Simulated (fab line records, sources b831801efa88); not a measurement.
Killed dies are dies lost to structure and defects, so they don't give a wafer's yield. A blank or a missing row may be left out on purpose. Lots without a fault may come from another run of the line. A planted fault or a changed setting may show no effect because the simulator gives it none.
Which tool did it? | flow sky130 | 11 lots, 33 wafers sampled, at 6 steps of a route of 708

WHAT THE GAUGES READ, wafer by wafer
SKY_VIA1_BOW_MEAS_03.
lot  | measured     | on            | VIA1_BOW (um)
L324 | day 32 21:19 | film_metro-02 | 76 73 71
L326 | day 33 18:51 | film_metro-03 | 86 95 70
L328 | day 34 14:01 | film_metro-03 | 84 81 79
L330 | day 35 04:12 | film_metro-02 | 76 87 82
L332 | day 35 15:58 | film_metro-02 | 81 95 81
L331 | day 35 16:55 | film_metro-03 | 77 82 74
L341 | day 38 13:07 | film_metro-01 | 69 80 81
L342 | day 38 22:31 | film_metro-02 | 92 82 80
L343 | day 39 00:34 | film_metro-03 | 79 90 80
L345 | day 39 21:14 | film_metro-03 | 81 83 84
L346 | day 40 03:20 | film_metro-02 | 79 75 78

SKY_VIA1_RS_MEAS_22: measures by four-point-probe.
lot  | measured     | on            | VIA1_W_RS (ohm/sq)
L324 | day 34 00:56 | film_metro-01 | 0.429 0.424 0.426
L326 | day 34 22:07 | film_metro-02 | 0.434 0.436 0.428
L328 | day 35 17:33 | film_metro-02 | 0.434 0.432 0.424
L330 | day 36 07:31 | film_metro-02 | 0.511 0.510 0.510
L332 | day 36 19:26 | film_metro-03 | 0.423 0.424 0.424
L331 | day 36 20:22 | film_metro-03 | 0.509 0.507 0.496
L341 | day 39 14:58 | film_metro-03 | 0.429 0.431 0.432
L342 | day 40 00:28 | film_metro-02 | 0.430 0.437 0.435
L343 | day 40 02:34 | film_metro-03 | 0.434 0.430 0.437
L345 | day 40 22:08 | film_metro-03 | 0.426 0.421 0.422
L346 | day 41 04:15 | film_metro-03 | 0.431 0.428 0.431

SKY_VIA1_THK_MEAS_23: measures by xrf.
lot  | measured     | on            | VIA1_W_THK (nm)
L324 | day 34 01:03 | film_metro-01 | 263 267 265
L326 | day 34 22:14 | film_metro-02 | 256 257 262
L328 | day 35 17:40 | film_metro-02 | 258 257 262
L330 | day 36 07:38 | film_metro-02 | 217 217 217
L332 | day 36 19:32 | film_metro-03 | 265 264 264
L331 | day 36 20:28 | film_metro-03 | 222 223 226
L341 | day 39 15:05 | film_metro-03 | 259 257 259
L342 | day 40 00:35 | film_metro-02 | 256 252 255
L343 | day 40 02:41 | film_metro-03 | 257 261 257
L345 | day 40 22:13 | film_metro-03 | 264 264 265
L346 | day 41 04:22 | film_metro-03 | 260 260 261

WHICH TOOL RAN EACH LOT (tool, then ch and the chambers of the sampled wafers, then the start)
lot  | SKY_VIA1_CMP_02               | SKY_VIA1_ETCH_15                   | SKY_VIA1_CVD_21
L324 | cmp-01 ch 2,3, day 32 20:59   | rie_diel-04 ch 0,1,3, day 34 00:06 | cvd_w-02 ch 1, day 34 00:50
L326 | cmp-02 ch 1,2,3, day 33 18:33 | rie_diel-02 ch 0,1,2, day 34 21:18 | cvd_w-01 ch 0,1, day 34 22:00
L328 | cmp-01 ch 0,1, day 34 13:46   | rie_diel-04 ch 1,2, day 35 16:45   | cvd_w-02 ch 0,1, day 35 17:28
L330 | cmp-01 ch 0,3, day 35 03:54   | rie_diel-02 ch 0,1,3, day 36 06:23 | cvd_w-02 ch 0, day 36 07:25
L332 | cmp-02 ch 0,1,3, day 35 15:40 | rie_diel-04 ch 1,2, day 36 18:36   | cvd_w-01 ch 0,1, day 36 19:20
L331 | cmp-01 ch 0,3, day 35 16:35   | rie_diel-01 ch 2,3, day 36 19:33   | cvd_w-02 ch 0,1, day 36 20:15
L341 | cmp-01 ch 0,1, day 38 12:47   | rie_diel-01 ch 0,1, day 39 14:09   | cvd_w-01 ch 0,1, day 39 14:52
L342 | cmp-02 ch 2,3, day 38 22:13   | rie_diel-02 ch 0,1,2, day 39 23:41 | cvd_w-01 ch 0,1, day 40 00:23
L343 | cmp-01 ch 1,2,3, day 39 00:22 | rie_diel-01 ch 0,1,3, day 40 01:47 | cvd_w-01 ch 0,1, day 40 02:29
L345 | cmp-02 ch 0,1,3, day 39 20:58 | rie_diel-04 ch 0,1,2, day 40 21:17 | cvd_w-01 ch 0,1, day 40 22:01
L346 | cmp-02 ch 0,1, day 40 03:05   | rie_diel-02 ch 0,1, day 41 03:28   | cvd_w-02 ch 0,1, day 41 04:09
- SKY_VIA1_CMP_02: polishes SiO2.
- SKY_VIA1_ETCH_15: etches SiO2 in C4F8/O2/Ar, stops on TiN, target depth 351 nm, time 54 s.
- SKY_VIA1_CVD_21: deposits W, target thk 270 nm, time 80.902 s.

WHAT THE TOOLS THEMSELVES READ (means of the sampled wafers that have a number; where no wafer has one, the mark that the record gives instead)
SKY_VIA1_CMP_02.
lot  | tool   | motor_current_A (A)
L324 | cmp-01 | 11.7
L326 | cmp-02 | 11.7
L328 | cmp-01 | 12.5
L330 | cmp-01 | 12.0
L332 | cmp-02 | 10.7
L331 | cmp-01 | 10.9
L341 | cmp-01 | 12.3
L342 | cmp-02 | 13.0
L343 | cmp-01 | 12.3
L345 | cmp-02 | 11.2
L346 | cmp-02 | 10.6

SKY_VIA1_ETCH_15.
lot  | tool        | oes_product_au (a.u.)
L324 | rie_diel-04 | 0.979
L326 | rie_diel-02 | 0.981
L328 | rie_diel-04 | 0.982
L330 | rie_diel-02 | 0.983
L332 | rie_diel-04 | 0.980
L331 | rie_diel-01 | 0.983
L341 | rie_diel-01 | 0.981
L342 | rie_diel-02 | 0.982
L343 | rie_diel-01 | 0.981
L345 | rie_diel-04 | 0.984
L346 | rie_diel-02 | 0.987

SKY_VIA1_CVD_21.
lot  | tool     | heater_power_w (W)
L324 | cvd_w-02 | 805
L326 | cvd_w-01 | 786
L328 | cvd_w-02 | 808
L330 | cvd_w-02 | 830
L332 | cvd_w-01 | 790
L331 | cvd_w-02 | 822
L341 | cvd_w-01 | 703
L342 | cvd_w-01 | 720
L343 | cvd_w-01 | 702
L345 | cvd_w-01 | 696
L346 | cvd_w-02 | 827

THE ANSWER, worked out from the rows above alone
Rule: what is usual is taken from the lots themselves. Put in order of their means at a reading, lots are off if they are a third of the lots or fewer, leave a main group of 4 or more, and stand apart from it by a gap of 3 or more times the standard deviation of the main group's means; of several such gaps the widest counts. A main group whose means are all the same, to the digits that the tables above print for the reading, isn't used. A lot without any number at a reading at which 4 lots or more have one is off too. The other lots that the step has rows for count as sound. The gauges are gone through in route order, then the tools' own readings, and for those a lot's mean is taken as printed above. The first step at which some lot is off is used, and at that step the reading that is off furthest; a lot without a number counts as furthest.
Off: L330, L331, at SKY_VIA1_RS_MEAS_22 (VIA1_W_RS). The main group: mean 0.429 ohm/sq, standard deviation 0.0039.
A tool fits if, at a process step before that reading, it ran every lot that is off, and no sound lot after the first of them. The gauges at SKY_VIA1_RS_MEAS_22 are tried like those tools. None of those tried fits.

WHAT THE SIMULATOR HAD PUT IN
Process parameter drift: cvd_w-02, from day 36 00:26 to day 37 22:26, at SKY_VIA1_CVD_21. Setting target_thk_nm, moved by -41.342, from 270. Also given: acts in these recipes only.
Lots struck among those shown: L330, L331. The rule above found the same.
